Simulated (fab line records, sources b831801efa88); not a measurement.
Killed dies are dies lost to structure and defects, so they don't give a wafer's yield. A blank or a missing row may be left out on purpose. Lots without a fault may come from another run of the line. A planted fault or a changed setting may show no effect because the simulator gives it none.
Which tool did it? | flow sfq_line | 13 lots, 39 wafers sampled, at 1 step of a route of 325

WHAT THE GAUGES READ, wafer by wafer
The record holds no reading of a measuring or inspecting step that can be judged against a usual standard deviation.

WHICH TOOL RAN EACH LOT (tool, then ch and the chambers of the sampled wafers, then the start)
lot  | SFQ_TRILAYER_I0_CMP_CMP_028
L971 | cmp-02 ch 1,2,3, day 12 19:20
L973 | cmp-02 ch 0,2,3, day 13 10:20
L975 | cmp-02 ch 0,1,2, day 14 03:28
L976 | cmp-02 ch 2,3, day 14 06:40
L979 | cmp-02 ch 0,1, day 15 06:40
L981 | cmp-01 ch 0,3, day 15 21:08
L987 | cmp-01 ch 0,1,2, day 17 06:46
L988 | cmp-02 ch 0,1,2, day 17 14:59
L989 | cmp-02 ch 0,2,3, day 17 20:45
L990 | cmp-02 ch 1,2, day 17 22:15
L991 | cmp-01 ch 1,3, day 18 00:19
L992 | cmp-01 ch 0,1,3, day 18 04:19
L993 | cmp-02 ch 1,2, day 18 05:15
- SFQ_TRILAYER_I0_CMP_CMP_028: polishes SiO2.

WHAT THE TOOLS THEMSELVES READ (means of the sampled wafers that have a number; where no wafer has one, the mark that the record gives instead)
SFQ_TRILAYER_I0_CMP_CMP_028.
lot  | tool   | edge_zone_pressure_frac | motor_current_A (A) | platen_rpm (rpm) | slurry_filter_dp_kPa (kPa) | slurry_flow_ml_min | time_to_endpoint_s (s)
L971 | cmp-02 | 0.999                   | 9.3                 | 60.00            | 13.38                      | 150.1              | 216
L973 | cmp-02 | 1.001                   | 10.1                | 59.99            | 13.59                      | 150.2              | 207
L975 | cmp-02 | 1.000                   | 9.9                 | 60.00            | 13.50                      | 150.3              | 210
L976 | cmp-02 | 0.997                   | 10.1                | 60.02            | 13.47                      | 150.1              | 209
L979 | cmp-02 | 1.005                   | 9.6                 | 55.99            | 13.52                      | 149.7              | 221
L981 | cmp-01 | 0.997                   | 10.4                | 60.01            | 13.58                      | 149.7              | 210
L987 | cmp-01 | 0.999                   | 9.5                 | 60.03            | 13.38                      | 149.6              | 213
L988 | cmp-02 | 1.003                   | 9.6                 | 60.01            | 13.53                      | 150.0              | 220
L989 | cmp-02 | 1.004                   | 10.4                | 60.02            | 13.45                      | 149.9              | 210
L990 | cmp-02 | 1.001                   | 8.8                 | 60.00            | 13.51                      | 150.0              | 218
L991 | cmp-01 | 1.002                   | 10.4                | 60.02            | 13.50                      | 150.3              | 201
L992 | cmp-01 | 1.000                   | 9.7                 | 60.00            | 13.64                      | 149.8              | 211
L993 | cmp-02 | 0.993                   | 8.9                 | 60.03            | 13.57                      | 149.4              | 221

THE ANSWER, worked out from the rows above alone
Rule: what is usual is taken from the lots themselves. Put in order of their means at a reading, lots are off if they are a third of the lots or fewer, leave a main group of 4 or more, and stand apart from it by a gap of 3 or more times the standard deviation of the main group's means; of several such gaps the widest counts. A main group whose means are all the same, to the digits that the tables above print for the reading, isn't used. A lot without any number at a reading at which 4 lots or more have one is off too. The other lots that the step has rows for count as sound. The gauges are gone through in route order, then the tools' own readings, and for those a lot's mean is taken as printed above. The first step at which some lot is off is used, and at that step the reading that is off furthest; a lot without a number counts as furthest.
Off: L979, at SFQ_TRILAYER_I0_CMP_CMP_028 (platen_rpm). The main group: mean 60.01 rpm, standard deviation 0.013.
A tool fits if, at that step or a process step before it, it ran every lot that is off, and no sound lot after the first of them. None of those tried fits.

WHAT THE SIMULATOR HAD PUT IN
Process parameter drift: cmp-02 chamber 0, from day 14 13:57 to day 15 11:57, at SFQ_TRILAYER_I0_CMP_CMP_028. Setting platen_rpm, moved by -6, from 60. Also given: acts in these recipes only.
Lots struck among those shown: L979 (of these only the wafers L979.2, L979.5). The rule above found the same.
